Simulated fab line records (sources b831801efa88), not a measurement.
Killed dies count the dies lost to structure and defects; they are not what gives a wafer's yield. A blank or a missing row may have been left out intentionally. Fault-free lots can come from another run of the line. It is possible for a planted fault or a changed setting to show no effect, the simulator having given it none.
A struck lot beside a sound one -- flow sky130 -- 28 out of 708 route steps
Sound: these wafers, L638.1, L638.2, L638.6. Struck: wafer L641.6. (L641.2, L641.5 of the same lot were not struck and are left out.) The cause comes at the end.
At each step with rows: each side's tool, then ch and its chambers, then its first start. Under that, the readings that differ: sound wafers -- struck wafers -- difference of the means -- sigmas: that difference in standard deviations of wafers without a fault.
alike: readings with means less than 2 such deviations apart, plus words and numbers identical on both sides. not compared: withheld readings, readings lacking a value on some wafer, bounds such as >300 that could conceal the same value, and numbers that have no deviation in the record and whose values overlap.
Wherever a step has rows on one side only, a row that says differs or no value, or a row with sigmas, the two part there. Non-overlapping numbers with no deviation appear without sigmas and do not part them. A reading missing from all wafers of one side parts the sides only when that side holds two or more wafers.

first, 1 step without rows for these wafers: SKY_VIA4_ETCH_12 (etches SiO2 in C4F8/O2/Ar, stops on TiN, target depth 580 nm).
SKY_VIA4_STRIP_13: strips in O2/N2.
  sound on plasma asher-03 ch 0,1, day 44 18:23; struck on plasma asher-04 ch 0, day 45 13:08
  alike: drypump motor current A, oes product au, strip time to endpoint s
  not compared: rf hours counter h
then, 3 steps without rows for these wafers: SKY_VIA4_STRIP_14 (strips in post etch residue remover, time 1200 s); SKY_VIA4_CLEAN_15 (cleans in IPA, time 180 s); SKY_VIA4_CLEAN_16 (cleans in O3/DIW).
SKY_VIA4_SPUTTER_17: material TiN, target thk 20 nm, time 80 s.
  struck on pvd sputter-03, day 45 13:47; sound on pvd sputter-04, day 44 19:14
  alike: throttle valve pct
SKY_VIA4_CVD_18: deposits W, target thk 505 nm, time 152.14 s.
  sound on cvd w-02 ch 0,1, day 44 19:18; struck on cvd w-02 ch 1, day 45 13:51
  alike: heater power outer w, heater power w
  not compared: since wet clean h
SKY_VIA4_RS_MEAS_19: the measuring method here is four-point-probe.
  struck on film metro-04, day 45 14:02; sound on film metro-04, day 44 19:27
  alike: VIA4_W_RS
SKY_VIA4_THK_MEAS_20: measures by xrf.
  struck on film metro-04, day 45 14:08; sound on film metro-04, day 44 19:34
  alike: VIA4_W_THK
then, 1 step without rows for these wafers: SKY_VIA4_CMP_21 (polishes, stops on SiO2, t overpolish 25 s, target thk 0 nm).
SKY_METAL5_SPUTTER_00: material Ti, target thk 15 nm, time 10 s.
  struck on pvd sputter-02, day 45 14:29; sound on pvd sputter-02, day 44 19:56
  alike: throttle valve pct
then, 1 step without rows for these wafers: SKY_METAL5_SPUTTER_01 (material TiN, target thk 20 nm, time 16.7 s).
SKY_METAL5_SPUTTER_02: material AlCu, target thk 1150 nm, time 61.2 s.
  struck on pvd sputter-02, day 45 14:32; sound on pvd sputter-02, day 44 19:59
reading,sound,struck,difference,sigmas
model.AlCu_of_METAL5_SPUTTER_02.thk nm (nm),1170 1166 1168,717.4,-450.6,
  alike: throttle valve pct
then, 1 step without rows for these wafers: SKY_METAL5_SPUTTER_03 (material Ti, target thk 5 nm, time 3.3 s).
SKY_METAL5_SPUTTER_04: material TiN, target thk 70 nm, time 56.12 s.
  struck on pvd sputter-02, day 45 14:36; sound on pvd sputter-02, day 44 20:03
  alike: throttle valve pct
SKY_METAL5_RS_MEAS_05: the measuring method here is four-point-probe.
  struck on film metro-04, day 45 14:40; sound on film metro-03, day 44 20:06
reading,sound,struck,difference,sigmas
METAL5_ALCU_RS (ohm/sq),0.02667 0.02672 0.02671,0.04353,+0.01683,+65
SKY_METAL5_THK_MEAS_06: measures by xrf.
  struck on film metro-04, day 45 14:47; sound on film metro-03, day 44 20:13
reading,sound,struck,difference,sigmas
METAL5_ALCU_THK (nm),1165 1163 1179,719,-450,-35
then, 8 steps without rows for these wafers: SKY_METAL5_DEHYDRATE_07 (time 60 s); SKY_METAL5_HMDS_08 (prime time 60 s); SKY_METAL5_COAT_09 (resist thk 1800 nm); SKY_METAL5_SOFTBAKE_10 (time 60 s); SKY_METAL5_EXPOSE_11 (exposes mask MM5, target cd 1600 nm); SKY_METAL5_PEB_12; SKY_METAL5_DEVELOP_13 (develop time 60 s); SKY_METAL5_DESCUM_14 (chemistry O2, time 11 s).
SKY_METAL5_METAL_ETCH_15: etches the open film in Cl2/BCl3, stops on SiO2, target depth 1260 nm, time 252 s.
  sound on rie metal-01 ch 0,1, day 45 17:48; struck on rie metal-01 ch 0, day 46 11:19
reading,sound,struck,difference,sigmas
oes product au (a.u.),0.893 0.890 0.898,0.725,-0.169,-34
  alike: drypump motor current A, throttle valve pct
  not compared: rf hours counter h
then, 1 step without rows for these wafers: SKY_METAL5_STRIP_16 (strips in O2/N2).
SKY_PAD_OPEN_PROBE_99:
  struck on prober-01, day 48 04:16; sound on prober-01, day 47 12:50
reading,sound,struck,difference,sigmas
model.etest.met5.rs ohm sq,0.02661 0.02693 0.02677,0.04422,+0.01745,
model.etest.met5.line ohm um,0.01663 0.01687 0.01674,0.02753,+0.01078,
  alike: defect limited yield, killed_at_M0_to_M3, killed_at_M4_up, killed at contacts, killed at front end, killed at other, killed dies, killed open, killed short, sort_bin_3_pad_short, sort_bin_5_function, sort_bin_6_memory, sort n pass, sort yield pct
  not compared: model.etest.via4 chain.rc ohm

== WHERE THEY PART ==
Earliest at SKY_METAL5_RS_MEAS_05; latest, in this record, at SKY_METAL5_METAL_ETCH_15. Later steps at which nothing parts them and some readings are alike: SKY_PAD_OPEN_PROBE_99.

WHY: what had been put in by the simulator
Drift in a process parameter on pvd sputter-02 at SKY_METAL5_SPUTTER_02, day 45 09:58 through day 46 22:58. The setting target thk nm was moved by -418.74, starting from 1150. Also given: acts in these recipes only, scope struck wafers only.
